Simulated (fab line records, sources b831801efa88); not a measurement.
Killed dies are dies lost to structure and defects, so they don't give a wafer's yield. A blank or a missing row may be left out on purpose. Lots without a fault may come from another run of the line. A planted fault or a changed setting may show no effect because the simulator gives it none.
A struck lot beside a sound one | flow sky130 | 18 steps out of a route of 708
Sound: wafers L736.3, L736.4, L736.5. Struck: wafers L748.1, L748.4. (L748.5 of the same lot was not struck and is left out.) The cause comes at the end.
At each step with rows: each side's tool, then ch and its chambers, then its first start. Under that, the readings that differ: sound wafers | struck wafers | difference of the means | sigmas: that difference in standard deviations of wafers without a fault.
alike: readings whose means differ by less than 2 such deviations, and words and numbers that are the same on both sides. not compared: withheld readings, readings that some wafer has no value for, bounds like >300 that may hide the same value, and numbers for which the record gives no deviation and whose values overlap.
The two part at a step that has a row with sigmas, a row that says differs or no value, or rows on one side only. Numbers that don't overlap but have no deviation are shown without sigmas and don't part them. A reading that every wafer of one side lacks parts them only if that side has two wafers or more.

first, 4 steps without rows for these wafers: SKY_VT_ADJUST_LVTN_SOFTBAKE_14 (time 60 s); SKY_VT_ADJUST_LVTN_EXPOSE_15 (exposes mask HVN STD DERIVED, target cd 600 nm); SKY_VT_ADJUST_LVTN_PEB_16; SKY_VT_ADJUST_LVTN_DEVELOP_17 (develop time 60 s).
SKY_VT_ADJUST_LVTN_OVL_MEAS_18:
  sound on overlay-01, day 8 06:13; struck on overlay-01, day 11 22:43
  alike: VT_ADJUST_LVTN_01_OVL
then, 1 step without rows for these wafers: SKY_VT_ADJUST_LVTN_IMPLANT_19.
SKY_VT_ADJUST_LVTN_STRIP_20: strips in O2/N2.
  sound on plasma_asher-02 ch 0,1, day 8 06:26; struck on plasma_asher-01 ch 1, day 11 22:54
  alike: drypump_motor_current_A, oes_product_au, strip_time_to_endpoint_s
  not compared: rf_hours_counter_h
SKY_VT_ADJUST_LVTN_TW_MEAS_21:
  sound on film_metro-04, day 8 06:31; struck on film_metro-04, day 11 23:00
  alike: VT_ADJUST_LVTN_2_TW
then, 4 steps without rows for these wafers: SKY_VT_ADJUST_NCORE_DEHYDRATE_00 (time 60 s); SKY_VT_ADJUST_NCORE_HMDS_01 (prime time 60 s); SKY_VT_ADJUST_NCORE_COAT_02 (resist thk 1140 nm); SKY_VT_ADJUST_NCORE_SOFTBAKE_03 (time 60 s).
SKY_VT_ADJUST_NCORE_EXPOSE_04: exposes mask LVTN COMPLEMENT THIN, target cd 380 nm.
  sound on iline_stepper-02 ch 0, day 8 16:40; struck on iline_stepper-01 ch 0, day 12 11:42
  reading            | sound             | struck      | difference | sigmas
  reticle_temp_C (C) | 22.94 22.84 23.10 | 23.17 23.20 | +0.23      | +2
  alike: mask
then, 2 steps without rows for these wafers: SKY_VT_ADJUST_NCORE_PEB_05; SKY_VT_ADJUST_NCORE_DEVELOP_06 (develop time 60 s).
SKY_VT_ADJUST_NCORE_CD_MEAS_07: target cd 380 nm.
  sound on cd_sem-01, day 9 03:31; struck on cd_sem-01, day 13 00:16
  reading    | sound             | struck      | difference | sigmas
  cd_nm (nm) | 379.5 380.1 381.0 | 358.0 358.2 | -22.1      | -8
SKY_VT_ADJUST_NCORE_OVL_MEAS_08:
  sound on overlay-01, day 9 03:36; struck on overlay-01, day 13 00:23
  alike: VT_ADJUST_NCORE_OVL
-- the record jumps here: 37 days lie between the struck wafers' starts before and after (it left off in module VT_ADJUST_NCORE and takes up again in module PAD_OPEN, whose first step shown is number 708 of the route) --
SKY_PAD_OPEN_PROBE_99:
  sound on prober-01, day 46 17:15; struck on prober-02, day 49 12:46
  alike: killed_at_M0_to_M3, killed_at_M4_up, killed_at_contacts, killed_at_front_end, killed_at_other, killed_dies, killed_open, killed_short

WHERE THEY PART
First at SKY_VT_ADJUST_NCORE_EXPOSE_04; last, within this record, at SKY_VT_ADJUST_NCORE_CD_MEAS_07. Later steps at which nothing parts them and some readings are alike: SKY_VT_ADJUST_NCORE_OVL_MEAS_08, SKY_PAD_OPEN_PROBE_99.

WHY: what the simulator had put in
Process parameter drift: iline_stepper-01, from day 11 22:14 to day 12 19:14, at SKY_VT_ADJUST_NCORE_EXPOSE_04. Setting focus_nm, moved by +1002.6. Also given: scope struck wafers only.
